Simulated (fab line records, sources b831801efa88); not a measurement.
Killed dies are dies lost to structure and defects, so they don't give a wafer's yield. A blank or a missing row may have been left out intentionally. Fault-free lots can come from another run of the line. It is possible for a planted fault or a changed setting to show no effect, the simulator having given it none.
fab line records + flow sfq_line
record:
- lots: 6
- wafers: 18
- last_day: 92
route steps=325 shown JJ@193 M5@198
lots that met no fault: taken from a fault-free run of the same line
start_h: start of the lot's first displayed wafer, in hours after the record's first day + wait_h: hours from the lot's prior step to this one + " the same as in the row above + L1.1+2: a row that stands for several wafers + - no value, or no start was given + * or withheld: withheld + < > ~ a bound
route shown NAME@n: names a module that has steps shown in the file, with the first one's number in the route + usual: the fault-free wafers' mean and standard deviation + same: alike in all rows + chamber/n: place in a boat + sites: readings site by site + _std_site: their standard deviation + _edge_site: the outer-site mean with the inner-site mean subtracted + radius_mm: how far each site lies from the wafer's centre + mask NAME#n: copy n + behind: the last tool/chamber to shape the wafer + hold: the reason the lot was held/the length of the hold in hours/how it ended + device: transistor that didn't switch, given as n, p or np + end of line: the route-end tests of the same wafers + a step given without rows: its recipe and nothing more + killed: the dies lost at the first sort to structure and to defects; this is not the yield of the wafer + map: the dies of a wafer, with x for killed, . for not killed, _ for no die there
set.NAME: the setting as run; set.NAME@STEP: as run at that earlier step + model.NAME: the simulator's own value behind a step, which no gauge read
certain route steps with their lots: each step a table, each wafer a row
services: the hour from which a tool's chamber was out of use, counted from the record's first day as start_h (under 0 if before that day), plus the number of hours and why
== steps ==
step: SFQ_TRILAYER_JJ_CE_BARC_OPEN_RIE_150
recipe:
- mask_material: PR
- chemistry: O2
- target_depth_nm: 240
- target: BARC
- icp_w: 600
- bias_w: 80
- pressure_mtorr: 10
- time_s: 80
usual:
- drypump_motor_current_A: 5.5/0.3
- oes_product_au: 0.538/0.0046
| lot.wafer | tool         | chamber | start_h | wait_h | drypump_motor_current_A | oes_product_au | rf_hours_counter_h |
|-----------|--------------|---------|---------|--------|-------------------------|----------------|--------------------|
| L818.2    | rie_metal-04 | 0       | 1479.43 | 0.8    | 5.4                     | 0.545          | 111                |
| L818.5    | "            | 1       | "       | "      | 5.5                     | 0.533          | -                  |
| L818.6    | "            | 0       | "       | "      | 5.4                     | 0.533          | -                  |
| L823.3    | rie_metal-03 | 0       | 1509.46 | 0.6    | 5.9                     | 0.528          | -                  |
| L823.5    | "            | 0       | "       | "      | 5.9                     | 0.535          | -                  |
| L823.6    | "            | 1       | "       | "      | 5.2                     | 0.537          | -                  |
| L824.1    | rie_metal-01 | 1       | 1515.43 | 1.0    | 6.0                     | 0.544          | 37                 |
| L824.3    | "            | 0       | "       | "      | 5.3                     | 0.536          | -                  |
| L824.6    | "            | 1       | "       | "      | 6.0                     | 0.538          | -                  |
| L827.2    | rie_metal-03 | 1       | 1629.38 | 0.8    | 5.2                     | 0.537          | 72                 |
| L827.5    | "            | 1       | "       | "      | 5.2                     | 0.533          | -                  |
| L827.6    | "            | 0       | "       | "      | 5.9                     | 0.534          | -                  |
| L831.2    | rie_metal-01 | 1       | 1643.78 | 0.8    | 6.0                     | 0.544          | 54                 |
| L831.4    | "            | 0       | "       | "      | 5.3                     | 0.544          | -                  |
| L831.6    | "            | 0       | "       | "      | 5.3                     | 0.534          | -                  |
| L832.2    | rie_metal-03 | 1       | 1647.38 | 0.8    | 5.2                     | 0.534          | 75                 |
| L832.3    | "            | 0       | "       | "      | 5.9                     | 0.539          | -                  |
| L832.4    | "            | 1       | "       | "      | 5.1                     | 0.540          | -                  |
step: SFQ_TRILAYER_JJ_CE_ETCH_RIE_118
recipe:
- target: Nb
- stop_on: Al2O3
- mask_material: PR
- taper_deg: 13.257
- over_etch_frac: 0.15
- time_s: 97.7
- chemistry: SF6
- target_depth_nm: 170
- icp_w: 600
- bias_w: 80
- pressure_mtorr: 10
usual:
- drypump_motor_current_A: 5.5/0.3
- oes_product_au: 0.989/0.011
| lot.wafer | tool         | chamber | start_h | wait_h | drypump_motor_current_A | oes_product_au | rf_hours_counter_h |
|-----------|--------------|---------|---------|--------|-------------------------|----------------|--------------------|
| L818.2    | rie_metal-04 | 0       | 1479.52 | 0.1    | 5.4                     | 1.002          | 111                |
| L818.5    | "            | 1       | "       | "      | 5.5                     | 1.002          | -                  |
| L818.6    | "            | 0       | "       | "      | 5.4                     | 0.997          | -                  |
| L823.3    | rie_metal-03 | 0       | 1509.56 | 0.1    | 5.9                     | 0.983          | -                  |
| L823.5    | "            | 0       | "       | "      | 5.9                     | 0.985          | -                  |
| L823.6    | "            | 1       | "       | "      | 5.2                     | 0.989          | -                  |
| L824.1    | rie_metal-01 | 1       | 1515.52 | 0.1    | 6.0                     | 1.006          | 37                 |
| L824.3    | "            | 0       | "       | "      | 5.3                     | 0.974          | -                  |
| L824.6    | "            | 1       | "       | "      | 6.0                     | 1.009          | -                  |
| L827.2    | rie_metal-03 | 1       | 1629.48 | 0.1    | 5.2                     | 0.998          | 72                 |
| L827.5    | "            | 1       | "       | "      | 5.2                     | 0.999          | -                  |
| L827.6    | "            | 0       | "       | "      | 5.9                     | 0.992          | -                  |
| L831.2    | rie_metal-01 | 1       | 1643.88 | 0.1    | 6.0                     | 0.987          | 54                 |
| L831.4    | "            | 0       | "       | "      | 5.3                     | 0.972          | -                  |
| L831.6    | "            | 0       | "       | "      | 5.3                     | 0.978          | -                  |
| L832.2    | rie_metal-03 | 1       | 1647.48 | 0.1    | 5.2                     | 1.000          | 75                 |
| L832.3    | "            | 0       | "       | "      | 5.9                     | 0.992          | -                  |
| L832.4    | "            | 1       | "       | "      | 5.1                     | 0.994          | -                  |
step: SFQ_TRILAYER_JJ_ANODIZE_ANODIZE_119
recipe:
- current_density_ma_cm2: withheld
- end_current_density_ma_cm2: withheld
- bath_temp_c: withheld
step: SFQ_TRILAYER_JJ_CE_STRIP_STRIP_120
recipe:
- gas: O2
- power_w: 200
- platen_temp_c: 40
- overash_fraction: 0.65
- chemistry: O2
- pressure_mtorr: 50
usual:
- drypump_motor_current_A: 5.5/0.33
- oes_product_au: 0.999/0.017
| lot.wafer | tool         | chamber | start_h | wait_h | drypump_motor_current_A | oes_product_au | rf_hours_counter_h |
|-----------|--------------|---------|---------|--------|-------------------------|----------------|--------------------|
| L818.2    | rie_metal-03 | 1       | 1480.13 | 0.0    | 5.2                     | 0.991          | 55                 |
| L818.5    | "            | 0       | "       | "      | 5.9                     | 1.026          | -                  |
| L818.6    | "            | 1       | "       | "      | 5.1                     | 0.987          | -                  |
| L823.3    | rie_metal-01 | 1       | 1510.33 | 0.2    | 6.0                     | 1.022          | -                  |
| L823.5    | "            | 1       | "       | "      | 6.0                     | 1.009          | -                  |
| L823.6    | "            | 0       | "       | "      | 5.3                     | 0.974          | -                  |
| L824.1    | rie_metal-03 | 0       | 1516.13 | 0.0    | 6.0                     | 1.003          | 74                 |
| L824.3    | "            | 1       | "       | "      | 5.2                     | 0.985          | -                  |
| L824.6    | "            | 1       | "       | "      | 5.2                     | 0.990          | -                  |
| L827.2    | rie_metal-01 | 1       | 1630.08 | 0.0    | 6.0                     | 1.000          | 51                 |
| L827.5    | "            | 1       | "       | "      | 6.0                     | 1.001          | -                  |
| L827.6    | "            | 0       | "       | "      | 5.3                     | 0.976          | -                  |
| L831.2    | rie_metal-04 | 0       | 1644.48 | 0.0    | 5.4                     | 1.030          | 14                 |
| L831.4    | "            | 0       | "       | "      | 5.4                     | 1.025          | -                  |
| L831.6    | "            | 0       | "       | "      | 5.4                     | 1.023          | -                  |
| L832.2    | rie_metal-01 | 0       | 1648.13 | 0.0    | 5.3                     | 0.961          | 50                 |
| L832.3    | "            | 1       | "       | "      | 6.0                     | 0.984          | -                  |
| L832.4    | "            | 0       | "       | "      | 5.3                     | 0.968          | -                  |
step: SFQ_TRILAYER_JJ_CE_STRIP_SOLV_CLEAN_121
recipe:
- chemistry: NMP
- temp_c: 70
- time_s: 600
step: SFQ_TRILAYER_M5_LITHO_COAT_128
recipe:
- resist: BARC
- spin_rpm: 3000
- resist_thk_nm: 62
step: SFQ_TRILAYER_M5_LITHO_COAT_123
recipe:
- resist: KrF
- spin_rpm: 3000
- resist_thk_nm: 600
step: SFQ_TRILAYER_M5_LITHO_SOFTBAKE_127
recipe:
- temp_c: withheld
- time_s: withheld
- resist: KrF
step: SFQ_TRILAYER_M5_LITHO_EXPOSE_124
recipe:
- mask_id: M5
- na: 0.6
- source_shape: conventional
- sigma_outer: 0.65
- target_cd_nm: 700
- dose_mj: 14.4
step: SFQ_TRILAYER_M5_LITHO_PEB_126
recipe:
- peb_temp_c: 115
- peb_time_s: 60
- resist: KrF
step: SFQ_TRILAYER_M5_LITHO_DEVELOP_125
recipe:
- time_s: 60
- resist: KrF
step: SFQ_M5_OVL_MEAS_932
usual:
- M5_OVL: -4/5.3
| lot.wafer | tool       | chamber | start_h | wait_h | M5_OVL[nm] |
|-----------|------------|---------|---------|--------|------------|
| L818.2    | overlay-01 | -       | 1589.65 | 0.1    | 1          |
| L818.5    | "          | -       | "       | "      | 0          |
| L818.6    | "          | -       | "       | "      | -1         |
| L823.3    | overlay-02 | -       | 1613.76 | 0.1    | -5         |
| L823.5    | "          | -       | "       | "      | 2          |
| L823.6    | "          | -       | "       | "      | -7         |
| L824.1    | overlay-02 | -       | 1618.55 | 0.1    | -10        |
| L824.3    | "          | -       | "       | "      | -5         |
| L824.6    | "          | -       | "       | "      | -9         |
| L827.2    | overlay-01 | -       | 1699.29 | 0.1    | 4          |
| L827.5    | "          | -       | "       | "      | 1          |
| L827.6    | "          | -       | "       | "      | 4          |
| L831.2    | overlay-01 | -       | 1721.02 | 0.1    | 3          |
| L831.4    | "          | -       | "       | "      | 0          |
| L831.6    | "          | -       | "       | "      | 2          |
| L832.2    | overlay-02 | -       | 1732.11 | 0.1    | -7         |
| L832.3    | "          | -       | "       | "      | -6         |
| L832.4    | "          | -       | "       | "      | -10        |
step: SFQ_TRILAYER_M5_BARC_OPEN_METAL_ETCH_161
recipe:
- mask_material: PR
- chemistry: O2
- target_depth_nm: 125
- target: BARC
- icp_w: 600
- bias_w: 80
- pressure_mtorr: 10
- time_s: 41.7
usual:
- drypump_motor_current_A: 5.7/0.43
- oes_product_au: 0.685/0.0047
| lot.wafer | tool         | chamber | start_h | wait_h | drypump_motor_current_A | oes_product_au | rf_hours_counter_h | model.KrF_of_TRILAYER_M5_LITHO_COAT_123.thk_nm |
|-----------|--------------|---------|---------|--------|-------------------------|----------------|--------------------|------------------------------------------------|
| L818.2    | rie_metal-02 | 0       | 1589.68 | 0.0    | 5.5                     | 0.693          | 111                | 524.1                                          |
| L818.5    | "            | 1       | "       | "      | 6.3                     | 0.691          | -                  | 523.8                                          |
| L818.6    | "            | 0       | "       | "      | 5.5                     | 0.691          | -                  | 525.8                                          |
| L823.3    | rie_metal-03 | 0       | 1613.80 | 0.0    | 5.9                     | 0.665          | -                  | 516.8                                          |
| L823.5    | "            | 0       | "       | "      | 6.0                     | 0.662          | -                  | 517.3                                          |
| L823.6    | "            | 1       | "       | "      | 5.1                     | 0.680          | -                  | 521                                            |
| L824.1    | rie_metal-03 | 1       | 1618.58 | 0.0    | 5.2                     | 0.682          | 70                 | 522.8                                          |
| L824.3    | "            | 1       | "       | "      | 5.2                     | 0.672          | -                  | 520                                            |
| L824.6    | "            | 0       | "       | "      | 6.0                     | 0.689          | -                  | 520.5                                          |
| L827.2    | rie_metal-02 | 1       | 1699.35 | 0.1    | 6.3                     | 0.684          | -                  | 517.5                                          |
| L827.5    | "            | 1       | "       | "      | 6.3                     | 0.678          | -                  | 516.8                                          |
| L827.6    | "            | 1       | "       | "      | 6.3                     | 0.673          | -                  | 517                                            |
| L831.2    | rie_metal-03 | 0       | 1721.05 | 0.0    | 6.0                     | 0.676          | 104                | 518.6                                          |
| L831.4    | "            | 1       | "       | "      | 5.1                     | 0.686          | -                  | 519.9                                          |
| L831.6    | "            | 1       | "       | "      | 5.2                     | 0.685          | -                  | 523                                            |
| L832.2    | rie_metal-02 | 1       | 1732.14 | 0.0    | 6.3                     | 0.684          | 28                 | 523.3                                          |
| L832.3    | "            | 1       | "       | "      | 6.3                     | 0.695          | -                  | 521.6                                          |
| L832.4    | "            | 0       | "       | "      | 5.5                     | 0.684          | -                  | 523.3                                          |
step: SFQ_TRILAYER_M5_ETCH_METAL_ETCH_126
recipe:
- target: Nb
- stop_on: SiO2
- mask_material: PR
- over_etch_frac: 0.15
- time_s: 203.2
- chemistry: Cl2/BCl3
- target_depth_nm: 265
- icp_w: 600
- bias_w: 80
- pressure_mtorr: 10
usual:
- drypump_motor_current_A: 5.7/0.43
- oes_product_au: 0.728/0.0057
| lot.wafer | tool         | chamber | start_h | wait_h | drypump_motor_current_A | oes_product_au | rf_hours_counter_h |
|-----------|--------------|---------|---------|--------|-------------------------|----------------|--------------------|
| L818.2    | rie_metal-02 | 0       | 1589.74 | 0.0    | 5.5                     | 0.725          | 112                |
| L818.5    | "            | 1       | "       | "      | 6.3                     | 0.727          | -                  |
| L818.6    | "            | 0       | "       | "      | 5.5                     | 0.717          | -                  |
| L823.3    | rie_metal-03 | 0       | 1613.91 | 0.1    | 5.9                     | 0.730          | -                  |
| L823.5    | "            | 0       | "       | "      | 5.9                     | 0.730          | -                  |
| L823.6    | "            | 1       | "       | "      | 5.2                     | 0.733          | -                  |
| L824.1    | rie_metal-03 | 1       | 1618.64 | 0.0    | 5.1                     | 0.726          | 70                 |
| L824.3    | "            | 1       | "       | "      | 5.2                     | 0.733          | -                  |
| L824.6    | "            | 0       | "       | "      | 5.9                     | 0.732          | -                  |
| L827.2    | rie_metal-02 | 1       | 1699.57 | 0.2    | 6.3                     | 0.728          | -                  |
| L827.5    | "            | 1       | "       | "      | 6.3                     | 0.730          | -                  |
| L827.6    | "            | 1       | "       | "      | 6.3                     | 0.724          | -                  |
| L831.2    | rie_metal-03 | 0       | 1721.11 | 0.0    | 6.0                     | 0.718          | 104                |
| L831.4    | "            | 1       | "       | "      | 5.2                     | 0.728          | -                  |
| L831.6    | "            | 1       | "       | "      | 5.2                     | 0.727          | -                  |
| L832.2    | rie_metal-02 | 1       | 1732.20 | 0.0    | 6.3                     | 0.731          | 28                 |
| L832.3    | "            | 1       | "       | "      | 6.3                     | 0.731          | -                  |
| L832.4    | "            | 0       | "       | "      | 5.5                     | 0.732          | -                  |
== services ==
| tool         | chamber | start_h | hours | kind                          |
|--------------|---------|---------|-------|-------------------------------|
| rie_metal-01 | -       | 1474.81 | 1.4   | pm                            |
| rie_metal-04 | 0       | 1519.39 | -     | clean                         |
| rie_metal-04 | 0       | 1519.39 | -     | consumable_replace:focus_ring |
| rie_metal-04 | 0       | 1519.39 | 33.6  | scheduled_down                |
| rie_metal-04 | 0       | 1519.39 | 33.6  | vent_cycle                    |
| rie_metal-02 | 1       | 1539.92 | -     | clean                         |
| rie_metal-02 | 1       | 1539.92 | -     | consumable_replace:focus_ring |
| rie_metal-02 | 1       | 1539.92 | 20.4  | scheduled_down                |
| rie_metal-02 | 1       | 1539.92 | 20.4  | vent_cycle                    |
| rie_metal-02 | -       | 1585.15 | 2.8   | pm                            |
| rie_metal-03 | -       | 1600.04 | 2.0   | repair                        |
| rie_metal-02 | 1       | 1615.20 | 3.7   | repair                        |
| rie_metal-03 | -       | 1622.14 | 0.2   | repair                        |
| rie_metal-04 | -       | 1642.61 | 1.8   | repair                        |
| rie_metal-04 | -       | 1679.48 | 15.6  | pm                            |
| rie_metal-02 | 0       | 1685.57 | -     | clean                         |
| rie_metal-02 | 0       | 1685.57 | -     | consumable_replace:focus_ring |
| rie_metal-02 | 0       | 1685.57 | 25.0  | scheduled_down                |
| rie_metal-02 | 0       | 1685.57 | 25.0  | vent_cycle                    |
== key ==
first_sign:
- step: SFQ_TRILAYER_M5_BARC_OPEN_METAL_ETCH_161
- reading: oes_product_au
- direction: down
- sigmas: 4
- usual: 0.685
- struck: 0.666
effect none on later readings
model_effect:
- step: SFQ_TRILAYER_M5_BARC_OPEN_METAL_ETCH_161
- value: KrF_of_TRILAYER_M5_LITHO_COAT_123.thk_nm
- without: 521.7
- struck: 518
met_at SFQ_TRILAYER_M5_BARC_OPEN_METAL_ETCH_161
struck_wafers L823.3,L823.5,L824.3
fault:
- kind: process_parameter_drift
- tool: rie_metal-03
- chamber: -
- onset_h: 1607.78
- steps: SFQ_TRILAYER_M5_BARC_OPEN_METAL_ETCH_161
- channel: time_s
- offset: *
- shape: step
- end_h: 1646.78
- scope: struck_wafers_only
- acts_in: *
- stated: *
